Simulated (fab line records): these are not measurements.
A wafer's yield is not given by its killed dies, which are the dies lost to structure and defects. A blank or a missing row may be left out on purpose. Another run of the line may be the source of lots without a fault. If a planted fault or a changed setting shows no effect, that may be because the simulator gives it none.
Which of the tools did it? / flow sky130 / Sampling: 12 lots, 36 wafers, 4 of 708 route steps

## WHAT THE GAUGES SHOWED, per wafer
SKY_LDD_HVN_OVL_MEAS_07.
lot=L603; measured=day 20 02:16; on=overlay-02; LDD_HVN_OVL (nm)=-1.7 -3.8 -4.9
lot=L604; measured=day 20 13:22; on=overlay-01; LDD_HVN_OVL (nm)=0.6 0.7 -0.5
lot=L606; measured=day 22 01:22; on=overlay-02; LDD_HVN_OVL (nm)=2.6 -0.5 -0.9
lot=L608; measured=day 22 08:31; on=overlay-01; LDD_HVN_OVL (nm)=2.7 0.8 1.2
lot=L609; measured=day 22 21:16; on=overlay-02; LDD_HVN_OVL (nm)=-2.5 0.1 -3.1
lot=L610; measured=day 23 10:34; on=overlay-02; LDD_HVN_OVL (nm)=1.2 1.4 -1.0
lot=L611; measured=day 23 13:41; on=overlay-02; LDD_HVN_OVL (nm)=-0.3 0.1 -2.2
lot=L619; measured=day 26 05:09; on=overlay-02; LDD_HVN_OVL (nm)=1.0 2.1 1.4
lot=L620; measured=day 26 17:09; on=overlay-02; LDD_HVN_OVL (nm)=-0.7 -1.3 -2.2
lot=L621; measured=day 26 20:12; on=overlay-01; LDD_HVN_OVL (nm)=-2.4 1.1 -2.5
lot=L623; measured=day 27 10:30; on=overlay-02; LDD_HVN_OVL (nm)=-2.6 -1.5 -0.6
lot=L626; measured=day 28 13:51; on=overlay-01; LDD_HVN_OVL (nm)=-1.8 -2.3 -2.0

SKY_SD_P_OVL_MEAS_08.
lot=L603; measured=day 25 05:26; on=overlay-02; SD_P_OVL (nm)=2.5 2.9 1.9
lot=L604; measured=day 25 17:53; on=overlay-02; SD_P_OVL (nm)=1.1 -1.1 -1.0
lot=L606; measured=day 27 04:38; on=overlay-02; SD_P_OVL (nm)=1.7 2.1 0.9
lot=L608; measured=day 27 09:56; on=overlay-02; SD_P_OVL (nm)=-2.0 0.1 -0.4
lot=L609; measured=day 27 22:11; on=overlay-01; SD_P_OVL (nm)=0.5 -0.9 2.0
lot=L610; measured=day 28 11:14; on=overlay-02; SD_P_OVL (nm)=3.3 0.9 1.7
lot=L611; measured=day 28 14:59; on=overlay-02; SD_P_OVL (nm)=-0.4 -0.9 -2.2
lot=L619; measured=day 31 01:49; on=overlay-01; SD_P_OVL (nm)=0.6 1.4 0.2
lot=L620; measured=day 31 13:31; on=overlay-01; SD_P_OVL (nm)=-1.7 -0.7 -2.1
lot=L621; measured=day 31 16:16; on=overlay-01; SD_P_OVL (nm)=-3.6 -3.3 -2.0
lot=L623; measured=day 32 04:17; on=overlay-01; SD_P_OVL (nm)=-0.1 0.1 0.0
lot=L626; measured=day 33 05:43; on=overlay-01; SD_P_OVL (nm)=1.6 2.3 0.0

## TOOL THAT RAN EACH LOT (tool first, then ch and the chambers of the sampled wafers, then the start)
lot=L603; SKY_VT_ADJUST_NCORE_COAT_02=litho-track-04 ch 0, day 8 02:13; SKY_VT_ADJUST_NCORE_STRIP_10=plasma-asher-03 ch 0,1, day 8 13:12
lot=L604; SKY_VT_ADJUST_NCORE_COAT_02=litho-track-01 ch 0, day 8 11:44; SKY_VT_ADJUST_NCORE_STRIP_10=plasma-asher-01 ch 0,1, day 8 22:38
lot=L606; SKY_VT_ADJUST_NCORE_COAT_02=litho-track-04 ch 0, day 9 08:41; SKY_VT_ADJUST_NCORE_STRIP_10=plasma-asher-03 ch 0,1, day 9 20:16
lot=L608; SKY_VT_ADJUST_NCORE_COAT_02=litho-track-01 ch 0, day 9 15:28; SKY_VT_ADJUST_NCORE_STRIP_10=plasma-asher-03 ch 0,1, day 10 02:48
lot=L609; SKY_VT_ADJUST_NCORE_COAT_02=litho-track-01 ch 0, day 9 23:40; SKY_VT_ADJUST_NCORE_STRIP_10=plasma-asher-04 ch 0,1, day 10 11:41
lot=L610; SKY_VT_ADJUST_NCORE_COAT_02=litho-track-01 ch 0, day 10 06:46; SKY_VT_ADJUST_NCORE_STRIP_10=plasma-asher-01 ch 0,1, day 10 18:40
lot=L611; SKY_VT_ADJUST_NCORE_COAT_02=litho-track-02 ch 0, day 10 12:00; SKY_VT_ADJUST_NCORE_STRIP_10=plasma-asher-04 ch 0,1, day 10 23:53
lot=L619; SKY_VT_ADJUST_NCORE_COAT_02=litho-track-02 ch 0, day 12 17:15; SKY_VT_ADJUST_NCORE_STRIP_10=plasma-asher-04 ch 0,1, day 13 06:22
lot=L620; SKY_VT_ADJUST_NCORE_COAT_02=litho-track-02 ch 0, day 13 00:03; SKY_VT_ADJUST_NCORE_STRIP_10=plasma-asher-04 ch 0,1, day 13 12:59
lot=L621; SKY_VT_ADJUST_NCORE_COAT_02=litho-track-04 ch 0, day 13 07:19; SKY_VT_ADJUST_NCORE_STRIP_10=plasma-asher-03 ch 0, day 13 20:34
lot=L623; SKY_VT_ADJUST_NCORE_COAT_02=litho-track-02 ch 0, day 13 20:34; SKY_VT_ADJUST_NCORE_STRIP_10=plasma-asher-04 ch 0,1, day 14 10:47
lot=L626; SKY_VT_ADJUST_NCORE_COAT_02=litho-track-04 ch 0, day 14 22:31; SKY_VT_ADJUST_NCORE_STRIP_10=plasma-asher-04 ch 0,1, day 15 12:37
- SKY_VT_ADJUST_NCORE_COAT_02: resist thk 1140 nm.
- SKY_VT_ADJUST_NCORE_STRIP_10: strips in O2/N2.

## WHAT THE TOOLS THEMSELVES READ (means of the sampled wafers that have a number; where no wafer has one, the mark that the record gives instead)
SKY_VT_ADJUST_NCORE_COAT_02.
lot=L603; tool=litho-track-04; spin-speed-rpm (rpm)=3000.4
lot=L604; tool=litho-track-01; spin-speed-rpm (rpm)=2998.8
lot=L606; tool=litho-track-04; spin-speed-rpm (rpm)=3000.5
lot=L608; tool=litho-track-01; spin-speed-rpm (rpm)=2999.0
lot=L609; tool=litho-track-01; spin-speed-rpm (rpm)=2848.5
lot=L610; tool=litho-track-01; spin-speed-rpm (rpm)=2847.4
lot=L611; tool=litho-track-02; spin-speed-rpm (rpm)=2998.5
lot=L619; tool=litho-track-02; spin-speed-rpm (rpm)=2998.1
lot=L620; tool=litho-track-02; spin-speed-rpm (rpm)=3000.6
lot=L621; tool=litho-track-04; spin-speed-rpm (rpm)=2999.9
lot=L623; tool=litho-track-02; spin-speed-rpm (rpm)=2998.9
lot=L626; tool=litho-track-04; spin-speed-rpm (rpm)=3001.4

SKY_VT_ADJUST_NCORE_STRIP_10.
lot=L603; tool=plasma-asher-03; drypump-motor-current-A (A)=5.68; oes-product-au (a.u.)=0.717; strip-time-to-endpoint-s (s)=14.19
lot=L604; tool=plasma-asher-01; drypump-motor-current-A (A)=5.24; oes-product-au (a.u.)=0.712; strip-time-to-endpoint-s (s)=14.20
lot=L606; tool=plasma-asher-03; drypump-motor-current-A (A)=5.68; oes-product-au (a.u.)=0.713; strip-time-to-endpoint-s (s)=14.18
lot=L608; tool=plasma-asher-03; drypump-motor-current-A (A)=5.65; oes-product-au (a.u.)=0.718; strip-time-to-endpoint-s (s)=14.15
lot=L609; tool=plasma-asher-04; drypump-motor-current-A (A)=5.28; oes-product-au (a.u.)=0.713; strip-time-to-endpoint-s (s)=14.43
lot=L610; tool=plasma-asher-01; drypump-motor-current-A (A)=5.24; oes-product-au (a.u.)=0.714; strip-time-to-endpoint-s (s)=14.42
lot=L611; tool=plasma-asher-04; drypump-motor-current-A (A)=5.20; oes-product-au (a.u.)=0.714; strip-time-to-endpoint-s (s)=14.15
lot=L619; tool=plasma-asher-04; drypump-motor-current-A (A)=5.28; oes-product-au (a.u.)=0.714; strip-time-to-endpoint-s (s)=14.17
lot=L620; tool=plasma-asher-04; drypump-motor-current-A (A)=5.20; oes-product-au (a.u.)=0.712; strip-time-to-endpoint-s (s)=14.23
lot=L621; tool=plasma-asher-03; drypump-motor-current-A (A)=5.58; oes-product-au (a.u.)=0.713; strip-time-to-endpoint-s (s)=14.27
lot=L623; tool=plasma-asher-04; drypump-motor-current-A (A)=5.20; oes-product-au (a.u.)=0.716; strip-time-to-endpoint-s (s)=14.19
lot=L626; tool=plasma-asher-04; drypump-motor-current-A (A)=5.20; oes-product-au (a.u.)=0.717; strip-time-to-endpoint-s (s)=14.19

## THE ANSWER, worked out from the rows above alone
Rule: usual is defined by the lots themselves. Put in order of their means at a reading, lots are off if they are a third of the lots or fewer, leave a main group of 4 or more, and stand apart from it by a gap of 3 or more times the standard deviation of the main group's means; of several such gaps the widest counts. If all means in a main group match to the digits the tables above print for the reading, that group is not used. Also off: a lot with no number at a reading for which 4 or more lots have one. All remaining lots with rows at the step are treated as sound. The gauges are gone through in route order, then the tools' own readings, and for those a lot's mean is taken as printed above. The first step at which some lot is off is used, and at that step the reading that is off furthest; a lot without a number counts as furthest.
Off: L609, L610 (SKY_VT_ADJUST_NCORE_COAT_02, spin-speed-rpm). Mean 2999.6 rpm and standard deviation 1 in the main group.
A tool fits if, at that step or a process step before it, it ran every lot that is off, and no sound lot after the first of them. One candidate fits, namely litho-track-01 at SKY_VT_ADJUST_NCORE_COAT_02. A fault onset in the window from L608 (day 9 15:28, its last sound lot) to L609 (day 9 23:40, its first lot off) fits.
The tool's own readings at SKY_VT_ADJUST_NCORE_COAT_02 bear it out: on the lots that are off they differ by more than 5 times the standard deviation of the sound lots' means. spin-speed-rpm reads 2847.9 rpm there against 2999.6 rpm on the sound lots.

## WHAT HAD BEEN PUT IN BY THE SIMULATOR
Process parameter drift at SKY_VT_ADJUST_NCORE_COAT_02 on litho-track-01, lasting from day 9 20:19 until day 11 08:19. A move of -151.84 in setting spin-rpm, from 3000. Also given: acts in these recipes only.
Lots struck among those shown: L609, L610. This agrees with what the rule above found.
